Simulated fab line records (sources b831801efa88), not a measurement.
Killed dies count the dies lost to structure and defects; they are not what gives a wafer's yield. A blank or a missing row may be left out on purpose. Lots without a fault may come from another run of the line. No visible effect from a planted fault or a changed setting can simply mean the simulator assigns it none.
fab line records / flow sky130
[record] lots = 14 wafers = 42 last_day = 50
route steps=708 shown VIA2@531 PAD_OPEN@708
lots with no fault: from the same line, run without faults
start_h: hours from the record's first day to the start of the lot's first wafer shown / wait_h: hours elapsed since this lot's preceding step / " same as the row above / L1.1+2: several wafers, shown together as one row / - value missing, or start not given / * or withheld: withheld / < > ~ a bound
route shown NAME@n: names a module that has steps shown in the file, with the first one's number in the route / usual: mean/standard deviation taken from wafers without a fault / same: alike in all rows / chamber/n: place in a boat / sites: each site's reading / _std_site: how widely they spread, as a standard deviation / _edge_site: the outer-site mean with the inner-site mean subtracted / radius_mm: how far each site lies from the wafer's centre / mask NAME#n: copy n / behind: the most recent tool/chamber to have shaped the wafer / hold: why the lot went on hold/how many hours it stayed there/how the hold came to an end / device: the transistor (n, p or np) that didn't switch / end of line: tests of these same wafers at the route's end / a step without rows: its recipe alone / killed: dies lost to structure and defects at the first sort, not the wafer's yield / map: dies across one wafer; x = killed, . = not, _ = none there
set.NAME: the setting the step ran with; set.NAME@STEP: the setting that earlier step ran with / model.NAME: the simulator's own value behind a step, which no gauge read
steps of the route over a sample of lots; a table a step, a row a wafer
services: a tool's chamber out of use, with start hour (start_h, from the record's first day; less than 0 if before it), hours out, and reason
[[steps]]
[step SKY_VIA2_CMP_24]
[recipe] stop_on = SiO2 t_overpolish_s = 20 down_force_psi = 3.5 platen_rpm = 60 target_thk_nm = 0 pad_velocity_m_s = 0.94248
[usual] motor_current_A = 10.6/1 overpolish_run_s = 20.000/0.0088 time_to_endpoint_s = 99/4.6
lot.wafer=L794.4 tool=cmp-01 chamber=0 start_h=840.17 wait_h=0.1 motor_current_A=11.1 overpolish_run_s=20.008 time_to_endpoint_s=101
lot.wafer=L794.1 tool=cmp-01 chamber=1 start_h=840.17 wait_h=0.1 motor_current_A=11.0 overpolish_run_s=20.007 time_to_endpoint_s=103
lot.wafer=L794.6 tool=cmp-01 chamber=3 start_h=840.17 wait_h=0.1 motor_current_A=10.1 overpolish_run_s=19.997 time_to_endpoint_s=101
lot.wafer=L795.1 tool=cmp-02 chamber=1 start_h=853.87 wait_h=0.1 motor_current_A=8.8 overpolish_run_s=19.988 time_to_endpoint_s=102
lot.wafer=L795.3 tool=cmp-02 chamber=3 start_h=853.87 wait_h=0.1 motor_current_A=11.7 overpolish_run_s=19.999 time_to_endpoint_s=94
lot.wafer=L795.4 tool=cmp-02 chamber=0 start_h=853.87 wait_h=0.1 motor_current_A=11.2 overpolish_run_s=19.998 time_to_endpoint_s=102
lot.wafer=L798.1 tool=cmp-02 chamber=3 start_h=880.34 wait_h=0.1 motor_current_A=12.0 overpolish_run_s=19.997 time_to_endpoint_s=95
lot.wafer=L798.3 tool=cmp-02 chamber=0 start_h=880.34 wait_h=0.1 motor_current_A=11.4 overpolish_run_s=20.001 time_to_endpoint_s=99
lot.wafer=L798.5 tool=cmp-02 chamber=0 start_h=880.34 wait_h=0.1 motor_current_A=10.1 overpolish_run_s=19.999 time_to_endpoint_s=96
lot.wafer=L797.1 tool=cmp-02 chamber=2 start_h=883.66 wait_h=0.1 motor_current_A=10.2 overpolish_run_s=0.042 time_to_endpoint_s=155
lot.wafer=L797.3 tool=cmp-02 chamber=3 start_h=883.66 wait_h=0.1 motor_current_A=13.3 overpolish_run_s=0.045 time_to_endpoint_s=158
lot.wafer=L797.6 tool=cmp-02 chamber=0 start_h=883.66 wait_h=0.1 motor_current_A=11.4 overpolish_run_s=0.040 time_to_endpoint_s=160
lot.wafer=L799.3 tool=cmp-02 chamber=3 start_h=884.85 wait_h=0.0 motor_current_A=12.4 overpolish_run_s=0.038 time_to_endpoint_s=157
lot.wafer=L799.2 tool=cmp-02 chamber=1 start_h=884.85 wait_h=0.0 motor_current_A=9.1 overpolish_run_s=0.039 time_to_endpoint_s=157
lot.wafer=L799.4 tool=cmp-02 chamber=2 start_h=884.85 wait_h=0.0 motor_current_A=10.3 overpolish_run_s=0.043 time_to_endpoint_s=160
lot.wafer=L809.2 tool=cmp-01 chamber=1 start_h=954.70 wait_h=0.0 motor_current_A=10.7 overpolish_run_s=20.002 time_to_endpoint_s=102
lot.wafer=L809.3 tool=cmp-01 chamber=2 start_h=954.70 wait_h=0.0 motor_current_A=12.3 overpolish_run_s=19.996 time_to_endpoint_s=98
lot.wafer=L809.6 tool=cmp-01 chamber=2 start_h=954.70 wait_h=0.0 motor_current_A=10.8 overpolish_run_s=20.001 time_to_endpoint_s=101
lot.wafer=L810.4 tool=cmp-02 chamber=0 start_h=963.82 wait_h=0.1 motor_current_A=11.1 overpolish_run_s=19.992 time_to_endpoint_s=90
lot.wafer=L810.2 tool=cmp-02 chamber=1 start_h=963.82 wait_h=0.1 motor_current_A=8.8 overpolish_run_s=19.997 time_to_endpoint_s=97
lot.wafer=L810.5 tool=cmp-02 chamber=3 start_h=963.82 wait_h=0.1 motor_current_A=12.3 overpolish_run_s=19.991 time_to_endpoint_s=93
lot.wafer=L811.1 tool=cmp-02 chamber=1 start_h=970.10 wait_h=0.1 motor_current_A=9.0 overpolish_run_s=20.006 time_to_endpoint_s=103
lot.wafer=L811.3 tool=cmp-02 chamber=2 start_h=970.10 wait_h=0.1 motor_current_A=10.2 overpolish_run_s=19.992 time_to_endpoint_s=97
lot.wafer=L811.6 tool=cmp-02 chamber=2 start_h=970.10 wait_h=0.1 motor_current_A=10.0 overpolish_run_s=19.980 time_to_endpoint_s=93
lot.wafer=L812.2 tool=cmp-01 chamber=1 start_h=970.64 wait_h=0.1 motor_current_A=10.8 overpolish_run_s=20.004 time_to_endpoint_s=103
lot.wafer=L812.4 tool=cmp-01 chamber=2 start_h=970.64 wait_h=0.1 motor_current_A=11.5 overpolish_run_s=20.006 time_to_endpoint_s=96
lot.wafer=L812.1 tool=cmp-01 chamber=3 start_h=970.64 wait_h=0.1 motor_current_A=9.9 overpolish_run_s=19.994 time_to_endpoint_s=104
lot.wafer=L813.2 tool=cmp-02 chamber=1 start_h=987.21 wait_h=0.0 motor_current_A=8.7 overpolish_run_s=19.986 time_to_endpoint_s=102
lot.wafer=L813.1 tool=cmp-02 chamber=0 start_h=987.21 wait_h=0.0 motor_current_A=10.9 overpolish_run_s=20.001 time_to_endpoint_s=101
lot.wafer=L813.5 tool=cmp-02 chamber=2 start_h=987.21 wait_h=0.0 motor_current_A=9.9 overpolish_run_s=19.994 time_to_endpoint_s=97
lot.wafer=L814.3 tool=cmp-02 chamber=3 start_h=994.90 wait_h=0.0 motor_current_A=11.4 overpolish_run_s=20.012 time_to_endpoint_s=104
lot.wafer=L814.5 tool=cmp-02 chamber=3 start_h=994.90 wait_h=0.0 motor_current_A=12.8 overpolish_run_s=19.998 time_to_endpoint_s=97
lot.wafer=L814.6 tool=cmp-02 chamber=0 start_h=994.90 wait_h=0.0 motor_current_A=10.9 overpolish_run_s=19.994 time_to_endpoint_s=105
lot.wafer=L815.1 tool=cmp-02 chamber=3 start_h=1005.19 wait_h=0.1 motor_current_A=11.6 overpolish_run_s=20.000 time_to_endpoint_s=103
lot.wafer=L815.3 tool=cmp-02 chamber=2 start_h=1005.19 wait_h=0.1 motor_current_A=10.0 overpolish_run_s=19.990 time_to_endpoint_s=100
lot.wafer=L815.6 tool=cmp-02 chamber=0 start_h=1005.19 wait_h=0.1 motor_current_A=11.5 overpolish_run_s=20.000 time_to_endpoint_s=104
lot.wafer=L816.1 tool=cmp-01 chamber=0 start_h=1012.86 wait_h=0.1 motor_current_A=10.5 overpolish_run_s=20.004 time_to_endpoint_s=100
lot.wafer=L816.2 tool=cmp-01 chamber=1 start_h=1012.86 wait_h=0.1 motor_current_A=11.1 overpolish_run_s=20.009 time_to_endpoint_s=99
lot.wafer=L816.4 tool=cmp-01 chamber=2 start_h=1012.86 wait_h=0.1 motor_current_A=11.3 overpolish_run_s=20.015 time_to_endpoint_s=94
lot.wafer=L817.2 tool=cmp-01 chamber=3 start_h=1024.25 wait_h=0.1 motor_current_A=10.1 overpolish_run_s=19.997 time_to_endpoint_s=102
lot.wafer=L817.4 tool=cmp-01 chamber=0 start_h=1024.25 wait_h=0.1 motor_current_A=10.7 overpolish_run_s=20.011 time_to_endpoint_s=98
lot.wafer=L817.1 tool=cmp-01 chamber=1 start_h=1024.25 wait_h=0.1 motor_current_A=10.7 overpolish_run_s=20.019 time_to_endpoint_s=103
[step SKY_PAD_OPEN_PROBE_99]
[usual] defect_limited_yield = 82.4/1.9 killed_at_M0_to_M3 = 44/7.2 killed_at_M4_up = 3.4/2.1 killed_at_contacts = 24/5.5 killed_at_front_end = 15/4.6 killed_at_other = 0.4/0.64 killed_dies = 86/9.1 killed_on_rim = 17/3.8 killed_open = 47/7.5 killed_short = 39/5.8 sort_bin_3_pad_short = 0.9/0.41 sort_bin_5_function = 10.4/1.5 sort_bin_6_memory = 6.3/1.2 sort_n_pass = 406/9.1 sort_yield_pct = 82.4/1.9
[same] gross_dies = 492 killed_at_back_side = 0 sort_bin_4_leakage[%] = 0 sort_bin_8_speed[%] = 0
lot.wafer=L798.1 tool=prober-02 chamber=- start_h=1099.89 wait_h=0.1 defect_limited_yield[%]=82.9 killed_at_M0_to_M3=48 killed_at_M4_up=2 killed_at_contacts=17 killed_at_front_end=17 killed_at_other=0 killed_dies=84 killed_on_rim=17 killed_open=37 killed_short=47 sort_bin_3_pad_short[%]=1.2 sort_bin_5_function[%]=9.8 sort_bin_6_memory[%]=6.1 sort_n_pass=408 sort_yield_pct[%]=82.9
lot.wafer=L798.3 tool=prober-02 chamber=- start_h=1099.99 wait_h=0.2 defect_limited_yield[%]=80.7 killed_at_M0_to_M3=49 killed_at_M4_up=4 killed_at_contacts=18 killed_at_front_end=24 killed_at_other=0 killed_dies=95 killed_on_rim=26 killed_open=54 killed_short=39 sort_bin_3_pad_short[%]=0.4 sort_bin_5_function[%]=11.4 sort_bin_6_memory[%]=7.5 sort_n_pass=397 sort_yield_pct[%]=80.7
lot.wafer=L798.5 tool=prober-02 chamber=- start_h=1100.09 wait_h=0.2 defect_limited_yield[%]=80.9 killed_at_M0_to_M3=47 killed_at_M4_up=1 killed_at_contacts=27 killed_at_front_end=19 killed_at_other=0 killed_dies=94 killed_on_rim=11 killed_open=48 killed_short=45 sort_bin_3_pad_short[%]=0.8 sort_bin_5_function[%]=9.3 sort_bin_6_memory[%]=8.9 sort_n_pass=398 sort_yield_pct[%]=80.9
lot.wafer=L797.1 tool=prober-01 chamber=- start_h=1101.01 wait_h=0.1 defect_limited_yield[%]=0 killed_at_M0_to_M3=439 killed_at_M4_up=0 killed_at_contacts=35 killed_at_front_end=18 killed_at_other=0 killed_dies=492 killed_on_rim=96 killed_open=46 killed_short=39 sort_bin_3_pad_short[%]=83.9 sort_bin_5_function[%]=8.1 sort_bin_6_memory[%]=7.9 sort_n_pass=0 sort_yield_pct[%]=0
lot.wafer=L797.3 tool=prober-01 chamber=- start_h=1101.11 wait_h=0.2 defect_limited_yield[%]=0 killed_at_M0_to_M3=451 killed_at_M4_up=6 killed_at_contacts=23 killed_at_front_end=11 killed_at_other=1 killed_dies=492 killed_on_rim=96 killed_open=45 killed_short=36 sort_bin_3_pad_short[%]=84.3 sort_bin_5_function[%]=8.7 sort_bin_6_memory[%]=6.9 sort_n_pass=0 sort_yield_pct[%]=0
lot.wafer=L797.6 tool=prober-01 chamber=- start_h=1101.26 wait_h=0.2 defect_limited_yield[%]=0 killed_at_M0_to_M3=448 killed_at_M4_up=9 killed_at_contacts=23 killed_at_front_end=12 killed_at_other=0 killed_dies=492 killed_on_rim=96 killed_open=39 killed_short=38 sort_bin_3_pad_short[%]=85.8 sort_bin_5_function[%]=8.9 sort_bin_6_memory[%]=5.3 sort_n_pass=0 sort_yield_pct[%]=0
lot.wafer=L799.2 tool=prober-02 chamber=- start_h=1102.21 wait_h=0.1 defect_limited_yield[%]=0 killed_at_M0_to_M3=450 killed_at_M4_up=3 killed_at_contacts=27 killed_at_front_end=12 killed_at_other=0 killed_dies=492 killed_on_rim=96 killed_open=40 killed_short=42 sort_bin_3_pad_short[%]=85.0 sort_bin_5_function[%]=9.6 sort_bin_6_memory[%]=5.5 sort_n_pass=0 sort_yield_pct[%]=0
lot.wafer=L799.3 tool=prober-02 chamber=- start_h=1102.26 wait_h=0.2 defect_limited_yield[%]=0 killed_at_M0_to_M3=445 killed_at_M4_up=2 killed_at_contacts=29 killed_at_front_end=15 killed_at_other=1 killed_dies=492 killed_on_rim=96 killed_open=59 killed_short=37 sort_bin_3_pad_short[%]=81.9 sort_bin_5_function[%]=11.8 sort_bin_6_memory[%]=6.3 sort_n_pass=0 sort_yield_pct[%]=0
lot.wafer=L799.4 tool=prober-02 chamber=- start_h=1102.31 wait_h=0.2 defect_limited_yield[%]=0 killed_at_M0_to_M3=449 killed_at_M4_up=0 killed_at_contacts=29 killed_at_front_end=14 killed_at_other=0 killed_dies=492 killed_on_rim=96 killed_open=48 killed_short=44 sort_bin_3_pad_short[%]=82.1 sort_bin_5_function[%]=11.2 sort_bin_6_memory[%]=6.7 sort_n_pass=0 sort_yield_pct[%]=0
lot.wafer=L810.2 tool=prober-01 chamber=- start_h=1163.16 wait_h=0.1 defect_limited_yield[%]=79.5 killed_at_M0_to_M3=56 killed_at_M4_up=7 killed_at_contacts=23 killed_at_front_end=14 killed_at_other=1 killed_dies=101 killed_on_rim=19 killed_open=55 killed_short=46 sort_bin_3_pad_short[%]=1.0 sort_bin_5_function[%]=13.0 sort_bin_6_memory[%]=6.5 sort_n_pass=391 sort_yield_pct[%]=79.5
lot.wafer=L810.4 tool=prober-01 chamber=- start_h=1163.26 wait_h=0.2 defect_limited_yield[%]=83.9 killed_at_M0_to_M3=48 killed_at_M4_up=2 killed_at_contacts=23 killed_at_front_end=6 killed_at_other=0 killed_dies=79 killed_on_rim=19 killed_open=44 killed_short=35 sort_bin_3_pad_short[%]=0.8 sort_bin_5_function[%]=9.1 sort_bin_6_memory[%]=6.1 sort_n_pass=413 sort_yield_pct[%]=83.9
lot.wafer=L810.5 tool=prober-01 chamber=- start_h=1163.31 wait_h=0.2 defect_limited_yield[%]=87.0 killed_at_M0_to_M3=36 killed_at_M4_up=3 killed_at_contacts=9 killed_at_front_end=16 killed_at_other=0 killed_dies=64 killed_on_rim=12 killed_open=31 killed_short=32 sort_bin_3_pad_short[%]=0.6 sort_bin_5_function[%]=8.3 sort_bin_6_memory[%]=4.1 sort_n_pass=428 sort_yield_pct[%]=87.0
lot.wafer=L813.1 tool=prober-02 chamber=- start_h=1181.16 wait_h=0.1 defect_limited_yield[%]=83.3 killed_at_M0_to_M3=42 killed_at_M4_up=3 killed_at_contacts=26 killed_at_front_end=11 killed_at_other=0 killed_dies=82 killed_on_rim=15 killed_open=47 killed_short=34 sort_bin_3_pad_short[%]=0.4 sort_bin_5_function[%]=10.0 sort_bin_6_memory[%]=6.3 sort_n_pass=410 sort_yield_pct[%]=83.3
lot.wafer=L813.2 tool=prober-02 chamber=- start_h=1181.21 wait_h=0.1 defect_limited_yield[%]=85.4 killed_at_M0_to_M3=37 killed_at_M4_up=5 killed_at_contacts=20 killed_at_front_end=10 killed_at_other=0 killed_dies=72 killed_on_rim=12 killed_open=34 killed_short=37 sort_bin_3_pad_short[%]=0.6 sort_bin_5_function[%]=8.7 sort_bin_6_memory[%]=5.3 sort_n_pass=420 sort_yield_pct[%]=85.4
lot.wafer=L813.5 tool=prober-02 chamber=- start_h=1181.36 wait_h=0.2 defect_limited_yield[%]=85.4 killed_at_M0_to_M3=44 killed_at_M4_up=1 killed_at_contacts=12 killed_at_front_end=14 killed_at_other=1 killed_dies=72 killed_on_rim=17 killed_open=40 killed_short=32 sort_bin_3_pad_short[%]=0.4 sort_bin_5_function[%]=8.7 sort_bin_6_memory[%]=5.5 sort_n_pass=420 sort_yield_pct[%]=85.4
// killed by level:class
L798.1 METAL1:geometric_particle:short=12 VIA1:geometric_particle:open=7 VIA3:geometric_particle:open=6 FIELD_ISO:geometric_particle:short=5 LI_CONTACT:geometric_particle:open=5 CONTACT:geometric_particle:open=5 POLY_GATE:geometric_particle:short=4 VIA2:geometric_particle:short=4
L798.3 VIA1:geometric_particle:open=11 VIA3:geometric_particle:open=7 CONTACT:geometric_particle:open=6 VIA1:geometric_particle:short=6 FIELD_ISO:geometric_particle:open=5 POLY_GATE:geometric_particle:short=5 POLY_GATE:geometric_particle:open=5 LI_CONTACT:geometric_particle:open=5
L798.5 LI_CONTACT:geometric_particle:open=9 CONTACT:geometric_particle:open=8 VIA2:geometric_particle:open=8 METAL1:geometric_particle:short=7 VIA3:geometric_particle:open=7 VIA1:geometric_particle:short=6 VIA1:geometric_particle:open=6 FIELD_ISO:geometric_particle:short=5
L797.1 VIA2:area_cmp=407 VIA1:geometric_particle:open=11 LOCAL_INTERCONNECT:geometric_particle:short=10 CONTACT:geometric_particle:open=9 LI_CONTACT:geometric_particle:open=8 POLY_GATE:geometric_particle:open=5 METAL1:geometric_particle:short=5 POLY_GATE:geometric_particle:short=4
L797.3 VIA2:area_cmp=411 LI_CONTACT:geometric_particle:open=10 VIA1:geometric_particle:open=10 VIA2:geometric_particle:open=7 CONTACT:geometric_particle:open=6 METAL1:geometric_particle:short=6 METAL4:geometric_particle:short=5 POLY_GATE:geometric_particle:short=4
L797.6 VIA2:area_cmp=415 VIA1:geometric_particle:open=9 LI_CONTACT:geometric_particle:open=8 METAL2:geometric_particle:short=6 METAL4:geometric_particle:short=6 POLY_GATE:geometric_particle:short=5 VIA3:geometric_particle:open=5 CONTACT:geometric_particle:short=4
L799.2 VIA2:area_cmp=410 VIA3:geometric_particle:open=10 LI_CONTACT:geometric_particle:open=8 METAL2:geometric_particle:short=8 POLY_GATE:geometric_particle:short=7 CONTACT:geometric_particle:open=7 METAL1:geometric_particle:short=6 LOCAL_INTERCONNECT:geometric_particle:short=4
L799.3 VIA2:area_cmp=396 CONTACT:geometric_particle:open=13 VIA1:geometric_particle:open=13 LI_CONTACT:geometric_particle:open=7 VIA3:geometric_particle:open=7 VIA2:geometric_particle:open=7 POLY_GATE:geometric_particle:open=5 METAL1:geometric_particle:short=5
L799.4 VIA2:area_cmp=400 CONTACT:geometric_particle:open=12 VIA1:geometric_particle:open=11 VIA3:geometric_particle:open=7 LI_CONTACT:geometric_particle:short=7 METAL2:geometric_particle:short=6 CONTACT:geometric_particle:short=6 FIELD_ISO:geometric_particle:short=4
L810.2 VIA1:geometric_particle:open=15 LI_CONTACT:geometric_particle:open=10 VIA3:geometric_particle:open=7 METAL4:geometric_particle:short=7 METAL1:geometric_particle:short=6 METAL2:geometric_particle:short=6 VIA2:geometric_particle:open=6 LOCAL_INTERCONNECT:geometric_particle:short=5
L810.4 VIA1:geometric_particle:open=11 CONTACT:geometric_particle:open=9 METAL2:geometric_particle:short=9 VIA3:geometric_particle:open=7 METAL1:geometric_particle:short=6 LI_CONTACT:geometric_particle:open=5 LOCAL_INTERCONNECT:geometric_particle:short=5 VIA2:geometric_particle:open=4
L810.5 VIA2:geometric_particle:open=6 VIA1:geometric_particle:open=6 VIA1:geometric_particle:short=6 CONTACT:geometric_particle:open=5 FIELD_ISO:geometric_particle:short=4 POLY_GATE:geometric_particle:short=4 VIA3:geometric_particle:open=4 METAL1:geometric_particle:short=4
L813.1 CONTACT:geometric_particle:open=10 VIA1:geometric_particle:open=9 LI_CONTACT:geometric_particle:open=6 METAL2:geometric_particle:short=6 VIA2:geometric_particle:open=6 METAL1:geometric_particle:short=5 FIELD_ISO:geometric_particle:short=5 LOCAL_INTERCONNECT:geometric_particle:short=5
L813.2 CONTACT:geometric_particle:open=11 METAL1:geometric_particle:short=8 VIA2:geometric_particle:open=6 VIA1:geometric_particle:open=6 VIA1:geometric_particle:short=5 VIA3:geometric_particle:short=4 LI_CONTACT:geometric_particle:open=3 CONTACT:geometric_particle:short=3
L813.5 VIA3:geometric_particle:open=12 VIA1:geometric_particle:open=8 VIA2:geometric_particle:open=6 METAL2:geometric_particle:short=5 FIELD_ISO:geometric_particle:open=4 CONTACT:geometric_particle:open=4 FIELD_ISO:geometric_particle:short=3 POLY_GATE:geometric_particle:short=3
[[services]]
tool=cmp-01 chamber=- start_h=867.64 hours=3.6 kind=pm
tool=cmp-01 chamber=- start_h=871.36 hours=1.3 kind=repair
tool=cmp-01 chamber=- start_h=912.00 hours=4.0 kind=pm
tool=cmp-01 chamber=- start_h=916.00 hours=- kind=consumable_replace:conditioner
tool=cmp-01 chamber=- start_h=916.00 hours=- kind=consumable_replace:pad
tool=cmp-01 chamber=- start_h=921.31 hours=1.1 kind=repair
tool=cmp-02 chamber=- start_h=941.45 hours=0.8 kind=repair
tool=cmp-02 chamber=- start_h=993.98 hours=0.6 kind=repair
tool=cmp-02 chamber=- start_h=999.63 hours=4.0 kind=pm
[[key]]
[first_sign] step = SKY_VIA2_CMP_24 reading = overpolish_run_s direction = down sigmas = 99+ usual = 20.000 struck = 0.041
[effect] step = SKY_VIA2_CMP_24 reading = time_to_endpoint_s direction = up sigmas = 13 usual = * struck = *
[effect] step = SKY_PAD_OPEN_PROBE_99 reading = sort_bin_3_pad_short direction = up sigmas = 99+ usual = 0.9 struck = 83.8
[more_kills_born_at] SKY_VIA2_CMP_24@cmp-02 = 2439
met_at SKY_VIA2_CMP_24
struck_lots L797,L799
later_rows_left_out L797.1,L797.3,L797.6,L799.2,L799.3,L799.4
onset_between 880.34 883.66
[fault] kind = process_parameter_drift tool = cmp-02 chamber = - onset_h = 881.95 steps = SKY_VIA2_CMP_24 channel = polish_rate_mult offset = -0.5 shape = step end_h = 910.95
// later_rows_left_out: the simulator's readings of these wafers behind a module that went badly wrong aren't trusted and aren't shown, but for the sort
